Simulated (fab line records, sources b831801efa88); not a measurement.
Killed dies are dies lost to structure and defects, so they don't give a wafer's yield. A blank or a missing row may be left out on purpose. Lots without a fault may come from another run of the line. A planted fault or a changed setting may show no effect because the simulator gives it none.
One fault seen from 2 desks | flow gf180mcu | each desk has only its own numbers; what lay behind them comes last

THE METROLOGY DESK
What the gauges read, lot by lot, whatever tool the lot ran on: means of the sampled wafers that have a number. A lot is out of limits, marked OUT, if its mean lies more than 4 standard deviations from the usual mean; the brackets give that distance.
Columns: A = VT_IMPLANT_02_OVL at GF_VT_IMPLANT_OVL_MEAS_29, usual -1.1 nm
lot  | first seen here | A
L318 | day 6 22:28     | -2.9
L319 | day 7 05:06     | -1.7
L320 | day 7 11:11     | -2.3
L323 | day 8 06:26     | -1.9
L325 | day 8 19:23     | -3.0
L326 | day 9 04:01     | 0.1
L333 | day 11 01:39    | -2.3
L334 | day 11 06:17    | 0.6
L335 | day 11 18:21    | -1.2
L337 | day 12 05:46    | 0.8
L338 | day 12 09:53    | -1.0
This desk's finding: nothing out of limits on any of the 11 lots.

THE TOOL OWNER'S DESK: rie_si-02
The tool's own readings at GF_STI_ETCH_14 (etches Si in HBr/Cl2/O2, target depth 360 nm, time 102.9 s): means of the sampled wafers that have a number, for each lot that ran on this tool. A lot is out of limits, marked OUT, if its mean lies more than 4 standard deviations from the usual mean; the brackets give that distance.
Columns: A = O2_flow_sccm at GF_STI_ETCH_14, usual 6.002 sccm; B = chamber_pressure_mTorr at GF_STI_ETCH_14, usual 15.000 mTorr; C = drypump_motor_current_A at GF_STI_ETCH_14, usual 5.3 A; D = oes_product_au at GF_STI_ETCH_14, usual 0.996 a.u.; E = throttle_valve_pct at GF_STI_ETCH_14, usual 25.660 %
lot  | first seen here | A     | B      | C   | D                | E
L318 | day 2 01:46     | 5.997 | 15.003 | 5.3 | 0.992            | 25.658
L319 | day 2 07:28     | 6.005 | 15.003 | 5.2 | 0.994            | 25.666
L320 | day 2 12:06     | 6.005 | 15.000 | 5.1 | 0.999            | 25.666
L325 | day 3 14:29     | 6.011 | 14.996 | 5.5 | 0.990            | 25.661
L333 | day 5 07:06     | 6.019 | 15.009 | 5.2 | 0.918 (-9.0) OUT | 25.706 (+4.7) OUT
L334 | day 5 12:11     | 5.984 | 14.997 | 5.4 | 0.885 (-13) OUT  | 25.736 (+7.8) OUT
L335 | day 5 17:46     | 6.011 | 15.004 | 5.3 | 0.879 (-14) OUT  | 25.748 (+9.0) OUT
This desk's finding: out of limits on L333, L334, L335; first on L333, day 5 07:06 (oes_product_au at GF_STI_ETCH_14). In limits: L318, L319, L320, L325.

PUT TOGETHER
The tool owner's desk could have raised an alarm at day 5 07:06, on L333, L334, L335.
The metrology desk saw nothing out of limits.
The metrology desk has L333, L334, L335 on record, within its limits.
Of the lots named, all ran GF_STI_ETCH_14 on rie_si-02.

WHAT THE SIMULATOR HAD PUT IN
Process parameter drift: rie_si-02, from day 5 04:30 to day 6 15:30, at GF_STI_ETCH_14. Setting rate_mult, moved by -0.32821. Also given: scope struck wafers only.
Lots struck among those shown: L333, L334, L335.
Hours from the fault's start to each desk's first reading out of limits: the tool owner's desk, 3.
